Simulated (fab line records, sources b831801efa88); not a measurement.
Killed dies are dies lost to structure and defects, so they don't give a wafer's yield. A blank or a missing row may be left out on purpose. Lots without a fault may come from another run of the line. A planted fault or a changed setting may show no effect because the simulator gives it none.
fab line records | flow sky130
record lots=12 wafers=36 last_day=50
route steps=708 shown CONTACT@424 METAL4@600 METAL5@675 PAD_OPEN@701
lots that met no fault: from a run of the same line without faults
start_h: hours from the record's first day to the start of the lot's first wafer shown | wait_h: hours since the lot's step before | " the same as in the row above | L1.1+2: a row that stands for several wafers | - no value, or no start given | * or withheld: withheld | < > ~ a bound
route shown NAME@n: a module of which the file shows steps, and the number in the route of the first | usual: mean/standard deviation of fault-free wafers | same: alike in all rows | chamber/n: place in a boat | sites: the reading at each site | _std_site: their standard deviation | _edge_site: outer sites' mean less inner sites' | radius_mm: how far each site lies from the wafer's centre | mask NAME#n: copy n | behind: the tool/chamber that last shaped the wafer | hold: why the lot was held/for how many hours/how that ended | device: the transistor (n, p or np) that didn't switch | end of line: the same wafers' tests at the end of the route | a step without rows: its recipe alone | killed: dies lost to structure and defects at the first sort, not the wafer's yield | map: a wafer's dies, x killed, . not, _ none there
set.NAME: the setting as run; set.NAME@STEP: as run at that earlier step | model.NAME: the simulator's own value behind a step, which no gauge read
steps of the route over a sample of lots; a table a step, a row a wafer
services: from which hour (start_h, from the record's first day; less than 0 if before it) a tool's chamber was out of use, for how many hours, and why
## steps
# step SKY_CONTACT_ETCH_18
# recipe target=Si3N4 chemistry=CHF3/O2 stop_on=TiN source_w=600 bias_w=200 pressure_mtorr=40 chf3_flow_sccm=50 O2_flow_sccm=5 time_s=39 target_depth_a=750
# usual drypump_motor_current_A=5.9/0.34 oes_product_au=0.853/0.0079 throttle_valve_pct=8.793/0.0087
# columns lot.wafer tool chamber start_h wait_h drypump_motor_current_A oes_product_au rf_hours_counter_h throttle_valve_pct
L959.2 rie_diel-02 0 748 - 5.2 0.855 12 8.779
L959.4 " 0 " " 5.2 0.857 - 8.774
L959.5 " 1 " " 6.3 0.860 - 8.793
L960.1 rie_diel-02 3 766 - 5.9 0.847 8 8.789
L960.2 " 0 " " 5.3 0.851 13 8.797
L960.4 " 2 " " 6.5 0.858 - 8.783
L961.2 rie_diel-01 1 768 - 6.0 0.852 21 8.810
L961.3 " 2 " " 5.6 0.851 30 8.788
L961.4 " 3 " " 5.8 0.866 39 8.800
L962.2 rie_diel-03 3 782 - 5.9 0.848 12 8.795
L962.3 " 2 " " 5.9 0.858 20 8.796
L962.6 " 2 " " 5.9 0.849 - 8.787
L963.1 rie_diel-02 2 789 - 6.5 0.856 20 8.803
L963.4 " 1 " " 6.4 0.860 0 8.794
L963.5 " 1 " " 6.4 0.849 - 8.777
L965.1 rie_diel-02 3 793 - 5.9 0.859 9 8.800
L965.3 " 2 " " 6.5 0.852 20 8.791
L965.4 " 1 " " 6.4 0.861 0 8.798
L967.1 rie_diel-02 0 814 - 5.3 0.848 15 8.798
L967.2 " 1 " " 6.3 0.847 1 8.765
L967.5 " 2 " " 6.5 0.867 - 8.800
L971.3 rie_diel-01 0 845 - 6.0 0.855 7 8.794
L971.5 " 0 " " 6.0 0.852 - 8.797
L971.6 " 3 " " 5.8 0.864 - 8.783
L973.1 rie_diel-01 3 853 - 5.8 0.851 2 8.782
L973.2 " 1 " " 6.0 0.853 24 8.795
L973.5 " 1 " " 6.0 0.856 - 8.797
L979.2 rie_diel-02 0 898 - 5.2 0.847 18 8.798
L979.4 " 3 " " 5.9 0.850 12 8.802
L979.5 " 0 " " 5.2 0.857 - 8.799
L978.2 rie_diel-01 3 898 - 5.8 0.842 3 8.790
L978.5 " 3 " " 5.8 0.867 - 8.794
L978.6 " 2 " " 5.6 0.867 - 8.808
L981.1 rie_diel-02 1 905 - 6.4 0.840 4 8.787
L981.4 " 2 " " 6.4 0.860 23 8.782
L981.6 " 2 " " 6.5 0.861 - 8.795
# step SKY_METAL4_SPUTTER_02
# recipe material=AlCu target_thk_nm=735 power_w=10600 time_s=39.1 chamber_pressure_pa=0.4
# usual chamber_pressure_pa=0.4000/0.00079 throttle_valve_pct=29.8/0.71
# columns lot.wafer tool chamber start_h wait_h chamber_pressure_pa throttle_valve_pct
L959.2 pvd_sputter-02 - 945.26 0.0 0.4001 31.0
L959.4 " - " " 0.4004 28.8
L959.5 " - " " 0.3997 31.1
L960.1 pvd_sputter-03 - 959.77 0.0 0.3998 30.3
L960.2 " - " " 0.3996 28.7
L960.4 " - " " 0.4005 30.0
L961.2 pvd_sputter-03 - 963.04 0.0 0.3997 30.6
L961.3 " - " " 0.4000 30.0
L961.4 " - " " 0.4011 28.5
L962.2 pvd_sputter-04 - 974.88 0.0 0.3993 29.7
L962.3 " - " " 0.3991 29.4
L962.6 " - " " 0.3990 29.3
L963.1 pvd_sputter-03 - 981.24 0.0 0.3994 30.1
L963.4 " - " " 0.4009 28.4
L963.5 " - " " 0.3999 30.3
L965.1 pvd_sputter-02 - 982.54 0.0 0.4019 31.2
L965.3 " - " " 0.4008 29.7
L965.4 " - " " 0.3999 29.2
L967.1 pvd_sputter-04 - 1001.00 0.0 0.4001 29.9
L967.2 " - " " 0.3995 29.4
L967.5 " - " " 0.4005 30.0
L971.3 pvd_sputter-02 - 1030.61 0.0 0.3996 30.2
L971.5 " - " " 0.3999 30.2
L971.6 " - " " 0.4003 29.7
L973.1 pvd_sputter-02 - 1038.30 0.0 0.4003 30.8
L973.2 " - " " 0.3993 28.9
L973.5 " - " " 0.3999 29.8
L979.2 pvd_sputter-02 - 1074.70 0.0 0.3995 29.6
L979.4 " - " " 0.4003 30.2
L979.5 " - " " 0.3995 31.0
L978.2 pvd_sputter-04 - 1077.56 0.0 0.3987 29.5
L978.5 " - " " 0.3998 29.8
L978.6 " - " " 0.3999 29.2
L981.1 pvd_sputter-02 - 1080.76 0.0 0.4014 30.3
L981.4 " - " " 0.3985 29.0
L981.6 " - " " 0.4000 30.1
# step SKY_METAL5_DESCUM_14
# recipe chemistry=O2 source_power_w=150 bias_power_w=0 pressure_mtorr=10 temp_c=40 time_s=11
# usual drypump_motor_current_A=5.6/0.46 oes_product_au=0.998/0.0073
# columns lot.wafer tool chamber start_h wait_h drypump_motor_current_A oes_product_au rf_hours_counter_h
L959.2 rie_metal-04 0 1042.08 0.1 5.9 0.998 15
L959.4 " 0 " " 6.0 0.995 -
L959.5 " 0 " " 6.0 0.991 -
L960.1 rie_metal-03 0 1056.06 0.1 6.0 0.996 8
L960.2 " 1 " " 5.0 0.996 22
L960.4 " 0 " " 6.0 0.995 -
L961.2 rie_metal-04 0 1058.94 0.1 5.9 0.991 -
L961.3 " 0 " " 6.0 0.991 -
L961.4 " 0 " " 5.9 0.989 -
L962.2 rie_metal-04 1 1070.61 0.1 5.2 0.993 0
L962.3 " 0 " " 5.9 0.990 -
L962.6 " 0 " " 5.9 0.983 -
L963.1 rie_metal-04 0 1076.61 0.1 5.9 0.988 18
L963.4 " 1 " " 5.2 1.015 -
L963.5 " 1 " " 5.2 1.002 -
L965.1 rie_metal-02 0 1077.33 0.1 5.2 0.997 16
L965.3 " 0 " " 5.2 0.995 -
L965.4 " 0 " " 5.2 1.006 -
L967.1 rie_metal-02 0 1093.48 0.1 5.2 0.990 19
L967.2 " 0 " " 5.2 0.994 -
L967.5 " 0 " " 5.2 1.000 -
L971.3 rie_metal-03 0 1119.07 0.1 6.0 0.987 -
L971.5 " 0 " " 5.9 0.995 -
L971.6 " 1 " " 5.0 0.992 -
L973.1 rie_metal-04 1 1125.91 0.1 5.2 1.004 4
L973.2 " 0 " " 5.9 0.997 22
L973.5 " 1 " " 5.2 0.988 -
L979.2 rie_metal-02 0 1156.89 0.1 5.2 0.998 24
L979.4 " 0 " " 5.2 0.992 -
L979.5 " 0 " " 5.2 0.992 -
L978.2 rie_metal-04 0 1160.28 0.1 5.9 1.001 25
L978.5 " 0 " " 5.9 0.999 -
L978.6 " 1 " " 5.2 1.014 -
L981.1 rie_metal-02 0 1162.19 0.1 5.2 1.002 25
L981.4 " 1 " " 6.4 1.007 -
L981.6 " 1 " " 6.4 1.010 -
# step SKY_PAD_OPEN_ETCH_07
# recipe chemistry=CF4/O2 target_depth_nm=725 stop_on=AlCu source_w=800 bias_w=150 pressure_mtorr=150 cf4_flow_sccm=80 O2_flow_sccm=10 time_s=161.1
# usual drypump_motor_current_A=6.0/0.36 oes_product_au=0.977/0.0075 throttle_valve_pct=5.965/0.0087
# columns lot.wafer tool chamber start_h wait_h drypump_motor_current_A oes_product_au rf_hours_counter_h throttle_valve_pct
L959.2 rie_diel-01 2 1085.96 - 5.6 0.983 7 5.968
L959.4 " 2 " " 5.6 0.972 - 5.966
L959.5 " 0 " " 6.0 0.984 - 5.972
L960.1 rie_diel-01 2 1099.87 - 5.6 0.973 8 5.959
L960.2 " 3 " " 5.8 0.963 9 5.956
L960.4 " 1 " " 6.0 0.985 0 5.970
L961.2 rie_diel-01 2 1102.78 - 5.6 0.971 8 5.962
L961.3 " 3 " " 5.8 0.974 9 5.966
L961.4 " 1 " " 6.0 0.989 0 5.974
L962.2 rie_diel-03 3 1112.33 - 5.9 0.970 21 5.972
L962.3 " 1 " " 6.2 0.976 27 5.948
L962.6 " 0 " " 5.7 0.969 - 5.965
L963.1 rie_diel-02 3 1117.67 - 5.9 0.981 20 5.972
L963.4 " 2 " " 6.4 0.980 1 5.973
L963.5 " 2 " " 6.4 0.977 - 5.982
L965.1 rie_diel-01 3 1120.28 - 5.8 0.975 10 5.975
L965.3 " 1 " " 6.0 0.971 1 5.962
L965.4 " 0 " " 6.0 0.979 15 5.968
L967.1 rie_diel-01 2 1134.96 - 5.6 0.982 9 5.967
L967.2 " 3 " " 5.8 0.976 11 5.953
L967.5 " 1 " " 6.0 0.989 - 5.966
L971.3 rie_diel-02 1 1157.92 - 6.3 0.968 13 5.967
L971.5 " 1 " " 6.3 0.990 - 5.962
L971.6 " 0 " " 5.2 0.979 - 5.955
L973.1 rie_diel-02 3 1165.06 - 5.9 0.986 22 5.970
L973.2 " 1 " " 6.3 0.988 14 5.971
L973.5 " 0 " " 5.2 0.993 - 5.967
L979.2 rie_diel-02 0 1190.81 - 5.2 0.968 28 5.971
L979.4 " 3 " " 5.9 0.982 23 5.961
L979.5 " 0 " " 5.3 0.977 - 5.969
L978.2 rie_diel-02 0 1193.23 - 5.2 0.972 29 5.962
L978.5 " 2 " " 6.5 0.984 - 5.966
L978.6 " 1 " " 6.3 0.982 - 5.961
L981.1 rie_diel-02 1 1196.07 - 6.3 0.982 16 5.971
L981.4 " 2 " " 6.4 0.994 - 5.970
L981.6 " 3 " " 5.9 0.982 - 5.967
# step SKY_PAD_OPEN_PROBE_99
# usual killed_at_M0_to_M3=45/7.2 killed_at_M4_up=3.0/1.8 killed_at_contacts=25/6.1 killed_at_front_end=14/4.4 killed_at_other=0.2/0.44 killed_dies=88/10 killed_open=48/7.4 killed_short=40/6.3
# same gross_dies=492 killed_at_back_side=0
# columns lot.wafer tool chamber start_h wait_h hold killed_at_M0_to_M3 killed_at_M4_up killed_at_contacts killed_at_front_end killed_at_other killed_dies killed_open killed_short
L960.1 prober-02 - 1102.78 0.1 - 38 2 34 14 1 89 57 32
L960.2 prober-02 - 1102.83 0.1 - 46 4 28 21 0 99 49 50
L960.4 prober-02 - 1102.93 0.2 - 45 2 22 11 0 80 49 31
L961.2 prober-01 - 1105.15 0.1 - 47 6 30 6 0 89 48 41
L961.3 prober-01 - 1105.20 0.2 - 49 4 26 13 0 92 54 38
L961.4 prober-01 - 1105.25 0.2 - 50 4 18 13 0 85 49 36
L962.2 prober-02 - 1114.71 0.1 - 63 3 33 9 0 108 49 59
L962.3 prober-02 - 1114.76 0.2 - 57 3 24 13 0 97 58 39
L962.6 prober-02 - 1114.91 0.2 - 44 3 21 15 0 83 38 45
L963.1 prober-01 - 1120.02 0.1 - 49 2 24 11 0 86 55 31
L963.4 prober-01 - 1120.17 0.2 - 33 0 24 18 0 75 39 36
L963.5 prober-01 - 1120.22 0.2 - 31 1 25 16 0 73 42 31
L965.1 prober-01 - 1122.64 0.1 await_dispo/2.9h/release 38 2 42 17 0 99 40 44
L965.3 prober-01 - 1122.74 0.2 await_dispo/2.9h/release 42 5 70 12 0 129 45 38
L965.4 prober-01 - 1122.79 0.2 await_dispo/2.9h/release 31 4 85 11 0 131 32 30
L967.1 prober-01 - 1137.28 0.1 await_dispo/0.9h/release 50 1 48 18 1 118 46 49
L967.2 prober-01 - 1137.33 0.1 await_dispo/0.9h/release 52 1 89 11 0 153 53 37
L967.5 prober-01 - 1137.48 0.2 await_dispo/0.9h/release 44 2 71 23 0 140 54 37
L971.3 prober-01 - 1160.33 0.2 - 40 2 18 21 0 81 40 41
L971.5 prober-01 - 1160.43 0.2 - 46 3 32 13 0 94 50 44
L971.6 prober-01 - 1160.48 0.2 - 43 3 24 8 1 79 44 35
# killed by level:class
L960.1 CONTACT:geometric_particle:open=17 LI_CONTACT:geometric_particle:open=12 VIA1:geometric_particle:open=6 FIELD_ISO:geometric_particle:open=5 METAL2:geometric_particle:short=5 METAL1:geometric_particle:short=5 VIA3:geometric_particle:short=5 METAL3:geometric_particle:short=5
L960.2 VIA1:geometric_particle:open=9 FIELD_ISO:geometric_particle:open=7 LOCAL_INTERCONNECT:geometric_particle:short=7 CONTACT:geometric_particle:short=7 FIELD_ISO:geometric_particle:short=6 METAL1:geometric_particle:short=6 VIA2:geometric_particle:open=6 VIA3:geometric_particle:open=6
L960.4 VIA1:geometric_particle:open=11 LI_CONTACT:geometric_particle:open=10 VIA1:geometric_particle:short=7 CONTACT:geometric_particle:open=6 METAL1:geometric_particle:short=6 VIA2:geometric_particle:open=5 POLY_GATE:geometric_particle:open=4 METAL2:geometric_particle:short=4
L961.2 LI_CONTACT:geometric_particle:open=14 VIA1:geometric_particle:open=11 CONTACT:geometric_particle:short=6 VIA2:geometric_particle:open=6 VIA3:geometric_particle:short=6 METAL3:geometric_particle:short=5 VIA3:geometric_particle:open=5 LOCAL_INTERCONNECT:geometric_particle:short=4
L961.3 VIA2:geometric_particle:open=10 VIA1:geometric_particle:open=8 CONTACT:geometric_particle:open=8 VIA1:geometric_particle:short=7 LOCAL_INTERCONNECT:geometric_particle:short=6 METAL3:geometric_particle:short=5 LI_CONTACT:geometric_particle:short=4 LI_CONTACT:geometric_particle:open=4
L961.4 VIA2:geometric_particle:open=14 METAL1:geometric_particle:short=11 VIA1:geometric_particle:open=10 LI_CONTACT:geometric_particle:open=6 VIA1:geometric_particle:short=6 CONTACT:geometric_particle:open=5 METAL4:geometric_particle:short=4 FIELD_ISO:geometric_particle:open=3
L962.2 CONTACT:geometric_particle:open=11 VIA1:geometric_particle:open=10 METAL2:geometric_particle:short=10 VIA2:geometric_particle:short=10 CONTACT:geometric_particle:short=8 VIA3:geometric_particle:open=8 LI_CONTACT:geometric_particle:open=6 METAL1:geometric_particle:short=6
L962.3 VIA3:geometric_particle:open=13 VIA2:geometric_particle:open=11 LI_CONTACT:geometric_particle:open=10 VIA1:geometric_particle:open=8 METAL2:geometric_particle:short=6 LOCAL_INTERCONNECT:geometric_particle:short=5 CONTACT:geometric_particle:open=5 METAL1:geometric_particle:short=4
L962.6 VIA1:geometric_particle:open=14 METAL2:geometric_particle:short=8 CONTACT:geometric_particle:open=6 METAL1:geometric_particle:short=6 LOCAL_INTERCONNECT:geometric_particle:short=5 SPACER:geometric_particle:short=4 SPACER:geometric_particle:open=4 CONTACT:geometric_particle:short=4
L963.1 VIA1:geometric_particle:open=12 VIA3:geometric_particle:open=10 METAL1:geometric_particle:short=9 CONTACT:geometric_particle:open=9 VIA2:geometric_particle:open=9 LI_CONTACT:geometric_particle:open=6 CONTACT:geometric_particle:short=5 FIELD_ISO:geometric_particle:open=4
L963.4 FIELD_ISO:geometric_particle:open=10 METAL2:geometric_particle:short=8 LI_CONTACT:geometric_particle:short=5 CONTACT:geometric_particle:open=5 VIA1:geometric_particle:open=5 LI_CONTACT:geometric_particle:open=4 LOCAL_INTERCONNECT:geometric_particle:short=4 CONTACT:geometric_particle:short=4
L963.5 CONTACT:geometric_particle:open=11 VIA1:geometric_particle:open=7 FIELD_ISO:geometric_particle:short=6 VIA2:geometric_particle:open=6 VIA3:geometric_particle:open=6 CONTACT:geometric_particle:short=5 LOCAL_INTERCONNECT:geometric_particle:short=4 FIELD_ISO:geometric_particle:open=3
L965.1 CONTACT:unspecified=15 CONTACT:geometric_particle:open=9 VIA1:geometric_particle:open=7 VIA3:geometric_particle:open=7 METAL2:geometric_particle:short=7 LI_CONTACT:geometric_particle:open=6 LOCAL_INTERCONNECT:geometric_particle:short=6 CONTACT:geometric_particle:short=6
L965.3 CONTACT:unspecified=46 VIA1:geometric_particle:open=10 LI_CONTACT:geometric_particle:open=8 METAL1:geometric_particle:short=7 VIA2:geometric_particle:open=6 FIELD_ISO:geometric_particle:short=5 LOCAL_INTERCONNECT:geometric_particle:short=5 CONTACT:geometric_particle:open=5
L965.4 CONTACT:unspecified=69 VIA1:geometric_particle:open=10 CONTACT:geometric_particle:open=6 VIA1:geometric_particle:short=6 FIELD_ISO:geometric_particle:short=4 LOCAL_INTERCONNECT:geometric_particle:short=4 VIA3:geometric_particle:open=4 VIA2:geometric_particle:open=4
L967.1 CONTACT:unspecified=23 CONTACT:geometric_particle:open=9 METAL1:geometric_particle:short=9 VIA1:geometric_particle:short=8 VIA2:geometric_particle:open=7 FIELD_ISO:geometric_particle:open=6 VIA1:geometric_particle:open=6 LOCAL_INTERCONNECT:geometric_particle:short=6
L967.2 CONTACT:unspecified=63 CONTACT:geometric_particle:open=13 VIA1:geometric_particle:open=11 VIA1:geometric_particle:short=9 VIA3:geometric_particle:open=9 LI_CONTACT:geometric_particle:open=5 METAL2:geometric_particle:short=5 VIA2:geometric_particle:open=5
L967.5 CONTACT:unspecified=49 VIA1:geometric_particle:open=14 VIA2:geometric_particle:open=8 CONTACT:geometric_particle:open=7 CONTACT:geometric_particle:short=6 FIELD_ISO:geometric_particle:open=5 POLY_GATE:geometric_particle:open=5 POLY_GATE:geometric_particle:short=5
L971.3 METAL1:geometric_particle:short=11 VIA1:geometric_particle:open=10 FIELD_ISO:geometric_particle:open=9 CONTACT:geometric_particle:open=7 VIA3:geometric_particle:open=7 FIELD_ISO:geometric_particle:short=5 CONTACT:geometric_particle:short=5 LI_CONTACT:geometric_particle:short=4
L971.5 CONTACT:geometric_particle:open=13 VIA1:geometric_particle:open=10 VIA3:geometric_particle:open=8 LI_CONTACT:geometric_particle:open=6 CONTACT:geometric_particle:short=6 VIA2:geometric_particle:open=6 LOCAL_INTERCONNECT:geometric_particle:short=5 METAL2:geometric_particle:short=5
L971.6 VIA2:geometric_particle:open=10 VIA1:geometric_particle:open=9 CONTACT:geometric_particle:open=8 LI_CONTACT:geometric_particle:open=5 LOCAL_INTERCONNECT:geometric_particle:short=5 VIA1:geometric_particle:short=5 VIA3:geometric_particle:open=5 FIELD_ISO:geometric_particle:open=4
## services
# columns tool chamber start_h hours kind
rie_diel-02 2 747.14 8.9 repair
rie_diel-01 1 784.46 5.9 repair
rie_diel-01 - 792.20 2.8 pm
rie_diel-01 3 820.85 2.8 repair
rie_diel-01 2 825.05 16.2 repair
pvd_sputter-03 - 833.22 2.7 repair
rie_diel-02 1 834.85 6.6 repair
pvd_sputter-04 - 841.51 1.9 repair
rie_diel-02 2 843.31 2.1 repair
rie_diel-01 0 849.31 5.6 repair
rie_diel-01 2 873.41 3.2 repair
rie_diel-02 - 901.33 2.8 pm
rie_diel-02 2 923.05 2.4 repair
rie_diel-02 2 942.38 8.4 repair
rie_diel-01 3 945.28 13.7 repair
rie_diel-01 0 962.08 4.7 repair
rie_metal-04 - 1026.06 14.6 pm
rie_metal-02 0 1121.12 4.7 repair
pvd_sputter-02 - 1134.28 6.2 repair
rie_metal-02 1 1134.66 6.9 repair
rie_diel-02 2 1160.78 5.1 repair
rie_diel-02 3 1168.92 9.2 repair
rie_diel-02 0 1176.59 1.9 repair
rie_diel-02 - 1193.44 2.0 repair
## key
first_sign step=SKY_PAD_OPEN_PROBE_99 reading=killed_at_contacts direction=up sigmas=6.9 usual=25 struck=68
effect step=SKY_PAD_OPEN_PROBE_99 reading=killed_dies direction=up sigmas=4.1 usual=88 struck=128 wafers_moved=5
met_at SKY_CONTACT_ETCH_18
struck_lots L965,L967
tester_left_out L965,L967
not_acting_at SKY_METAL4_SPUTTER_02,SKY_METAL5_DESCUM_14,SKY_PAD_OPEN_ETCH_07
onset_between 789 793
fault kind=chamber_particle_source tool=rie_diel-02 chamber=- onset_h=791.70 steps=SKY_CONTACT_ETCH_18 rate_per_visit_cm2=1.8643 end_h=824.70
# tester_left_out: of these lots the tester's yield and bins aren't shown, on N5 and GAA mostly nor the transistor test; their killed dies are dies lost to structure and defects alone, not to doping, threshold or leakage, so they don't give the yield
